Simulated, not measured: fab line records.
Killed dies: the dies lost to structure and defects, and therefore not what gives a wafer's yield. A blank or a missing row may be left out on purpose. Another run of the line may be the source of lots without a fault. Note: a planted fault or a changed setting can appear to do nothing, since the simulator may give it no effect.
Code-filled problem report in 8D (eight disciplines) form || flow gf180mcu || the parts of the form that need people (team, actions taken, sign-off) are left out

1. PROBLEM STATEMENT
run length s at GF_VT_IMPLANT_WET_ETCH_50 reads a mean of 156 s on 3 wafers of 1 lot; wafers without a fault read 428 s with a standard deviation of 3.1. Relative to the usual mean, that is a shift of -88 standard deviations.
The step: etches SiO2 in dHF, target depth 20 nm, time 400 s.
Seen first at day 11 12:05 on wet bench-01, wafer L698.4. The record holds 39 wafers of 13 lots with a number at this step. Rule for "out" (also "out of limits"): further than 4 standard deviations from the usual mean. All remaining wafers that have a number are taken as sound.

2. WHAT IT IS; WHAT IT IS NOT
{"question": "which readings at this step", "is": "run length s", "is not": "temp c"}
{"question": "which lots", "is": "L698", "is not": "L685, L686, L687, L688, L690, L691, L692, L693, L703, L704, L706, L707"}
{"question": "which wafers of those lots", "is": "all that have a number", "is not": "-"}
{"question": "read on which tools", "is": "wet bench-01", "is not": "wet bench-03, wet bench-04"}
{"question": "when", "is": "from day 11 12:05", "is not": "up to then (24 sound wafers); but 12 sound wafers of L703, L704, L706, L707 came after"}

3. SUSPECTS, AND WHAT RULES EACH OUT
Counting: a tool at a process step up to the reading stays a suspect if it ran every lot that is out and no sound lot after the first of them.
- plasma asher-02 at GF_DNWELL_STRIP_08 (strips in O2/N2): ruled out as a lasting fault. Sound lots L703, L707 ran on it after its first lot that is out, L698 (day 5 21:56).
- wet bench-01 at GF_VT_IMPLANT_WET_ETCH_50 (etches SiO2 in dHF, target depth 20 nm, time 400 s): kept. It ran the lot that is out, L698 (day 11 12:05), and no sound lot after that; its last sound lot up to then is L693 (day 10 02:09). Out on those wafers are its own readings of run length s.
Remaining after the count: wet bench-01 at GF_VT_IMPLANT_WET_ETCH_50.

4. THE CAUSE (what the simulator had put in)
wet bench-01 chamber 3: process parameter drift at GF_VT_IMPLANT_WET_ETCH_50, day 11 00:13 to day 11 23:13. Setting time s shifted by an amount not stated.
Counting left only this tool.

5. SEQUENCE OF EFFECTS, ordered by route
Rows list readings where the struck wafers' mean (over those with a number) sits beyond 3 standard deviations from the usual. Only readings whose record carries a usual standard deviation are examined. hours: median over the lots of the time between each lot's start at the first step of this table that gives one and its start at this step. sigmas: the change, counted in usual standard deviations.
{"hours": 0, "step": "GF_VT_IMPLANT_WET_ETCH_50", "reading": "run length s", "usual": "428 s", "on struck wafers": 156, "change": -272, "sigmas": -88}
Process steps it contains:
- GF_VT_IMPLANT_WET_ETCH_50: etches SiO2 in dHF, target depth 20 nm, time 400 s.
At these later measuring or inspecting steps, every struck wafer for which the step has a row has a number for every such reading, and none has moved that far: GF_HV_LDD_CD_MEAS_07.

6. WHAT WOULD HAVE CAUGHT IT SOONER
12 hours passed between the start of the fault at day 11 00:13 and the first reading out of limits in this record, taken at day 11 12:05.
